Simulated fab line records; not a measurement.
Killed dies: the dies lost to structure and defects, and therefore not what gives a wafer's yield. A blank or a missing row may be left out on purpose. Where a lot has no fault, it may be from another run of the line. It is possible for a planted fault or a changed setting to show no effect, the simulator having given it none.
Commonality check across tools	flow gf180mcu	Sample size 15 lots and 45 wafers

== WHAT PROMPTED THE OPENING ==
At GF_V2_RS_MEAS_24 the reading V2_W_RS is flagged on 3 of 15 lots. No-fault wafers: 0.3290 ohm/sq, standard deviation 0.0028.
Rule: a lot is flagged when every wafer of it that has a number lies more than 4 standard deviations from that mean, or none has a number. The other lots count as sound.

lot	measured	on	V2_W_RS (ohm/sq), wafer by wafer	flag
L883	day 20 07:44	filmMetro-02	0.3285 0.3288 0.3315	
L884	day 20 18:45	filmMetro-02	0.3284 0.3310 0.3290	
L886	day 21 17:14	filmMetro-01	0.3310 0.3277 0.3289	
L891	day 23 07:33	filmMetro-01	0.3235 0.3309 0.3286	
L892	day 23 22:25	filmMetro-04	0.3289 0.3301 0.3260	
L893	day 24 09:52	filmMetro-04	44.093 43.935 43.338	FLAGGED
L895	day 24 21:15	filmMetro-01	44.050 44.528 44.494	FLAGGED
L896	day 25 04:37	filmMetro-02	44.746 44.080 44.287	FLAGGED
L900	day 26 13:25	filmMetro-04	0.3306 0.3300 0.3337	
L901	day 27 00:07	filmMetro-02	0.3274 0.3274 0.3280	
L902	day 27 10:39	filmMetro-04	0.3361 0.3314 0.3333	
L903	day 27 13:08	filmMetro-04	0.3329 0.3337 0.3316	
L904	day 27 14:28	filmMetro-04	0.3325 0.3290 0.3333	
L905	day 28 04:17	filmMetro-01	0.3276 0.3301 0.3265	
L906	day 28 12:30	filmMetro-04	0.3266 0.3238 0.3260	
On average the flagged lots read 44.1723 ohm/sq, which is +43.8433 ohm/sq against the usual, or +99 or more standard deviations.

== WHICH TOOL EACH LOT WENT THROUGH ==
The record keeps 1 process step preceding the reading, out of 602 steps on the route. In each cell: the tool, then ch and the chambers that the sampled wafers went through, then the start.
lot	flag	GF_V2_CVD_23
L883		cvdW-02 ch 1, day 20 07:36
L884		cvdW-01 ch 0,1, day 20 18:38
L886		cvdW-01 ch 0,1, day 21 17:07
L891		cvdW-01 ch 0,1, day 23 07:26
L892		cvdW-01 ch 0,1, day 23 22:17
L893	FLAGGED	cvdW-02 ch 0,1, day 24 09:45
L895	FLAGGED	cvdW-01 ch 0,1, day 24 21:08
L896	FLAGGED	cvdW-02 ch 0,1, day 25 04:30
L900		cvdW-02 ch 0,1, day 26 13:17
L901		cvdW-01 ch 0,1, day 26 23:59
L902		cvdW-01 ch 0,1, day 27 10:32
L903		cvdW-01 ch 0,1, day 27 13:01
L904		cvdW-01 ch 0,1, day 27 14:20
L905		cvdW-02 ch 0,1, day 28 04:10
L906		cvdW-02 ch 0,1, day 28 12:22
What the steps here do:
- GF_V2_CVD_23: deposits W, target thk 350 nm, time 104.94 s.
- GF_V2_RS_MEAS_24: measures by four-point-probe.

== FLAGGED AGAINST TOTAL, ONE TOOL AT A TIME (gauges that did the reading follow at the end) ==
step	tool	lots run	flagged	share of the flagged lots	sound lots run after its first flagged lot
GF_V2_CVD_23	cvdW-01	9	1	some	4 (L901,L902,L903,L904)
GF_V2_CVD_23	cvdW-02	6	2	some	3 (L900,L905,L906)
GF_V2_RS_MEAS_24	filmMetro-01	4	1	some	1 (L905)
GF_V2_RS_MEAS_24	filmMetro-02	4	1	some	1 (L901)
GF_V2_RS_MEAS_24	filmMetro-04	7	1	some	5 (L900,L902,L903,L904,L906)

== WHAT THE TABLE PERMITS ==
No row of the table ran every flagged lot.

== WHAT THE SIMULATOR PUT IN ==
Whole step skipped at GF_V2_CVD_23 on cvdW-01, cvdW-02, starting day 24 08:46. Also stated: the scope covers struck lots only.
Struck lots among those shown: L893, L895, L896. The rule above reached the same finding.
